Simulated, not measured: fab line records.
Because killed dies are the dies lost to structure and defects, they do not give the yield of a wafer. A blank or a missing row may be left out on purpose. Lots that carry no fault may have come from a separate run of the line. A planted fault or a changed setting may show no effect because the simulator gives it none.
Chamber matching | flow sky130 | rie-diel-04 running SKY_PASSIVATION_ETCH_11: 3 sister chambers
The step etches the open film in CF4/O2, stops on AlCu, target depth 725 nm, time 161.1 s. 3 wafers are shown with their chamber, then 7 later ones without.

== WAFERS PAIRED WITH THEIR CHAMBERS ==
wafer  | chamber | drypump-motor-current-A (A)
L942.2 | 2       | 5.7
L945.4 | 0       | 5.4
L945.5 | 1       | 5.0

== WAFERS WITH NO CHAMBER GIVEN ==
wafer  | drypump-motor-current-A (A)
L946.2 | 5.7
L946.3 | 4.9
L946.4 | 5.7
L947.4 | 5.7
L947.5 | 4.9
L950.4 | 5.5
L950.5 | 5.5

== CHAMBER TAKEN BY EACH ==
wafer  | from the rows above     | in truth
L946.2 | 2                       | 2
L946.3 | 1                       | 1
L946.4 | 2                       | 2
L947.4 | 2                       | 2
L947.5 | 1                       | 1
L950.4 | can't be placed: 0 or 2 | 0
L950.5 | can't be placed: 0 or 2 | 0
Placed correctly: 5 of 7. Can't be placed from these rows: 2 (the true chamber is among the candidates in 2). Wrongly placed: 0.
How it was worked out, from the rows above alone: a wafer's distance from a chamber is the root of the sum, over the readings, of the square of ((its reading less the chamber's mean) divided by the reading's scatter). If the next closest chamber is less than 2 further off than the closest, the wafer can't be placed; otherwise it belongs to the closest. The mean given for a chamber averages the wafers shown for that chamber. The scatter: with one shown wafer a chamber, the root of the mean of the squares of how far each hidden wafer lies from its nearest shown one.
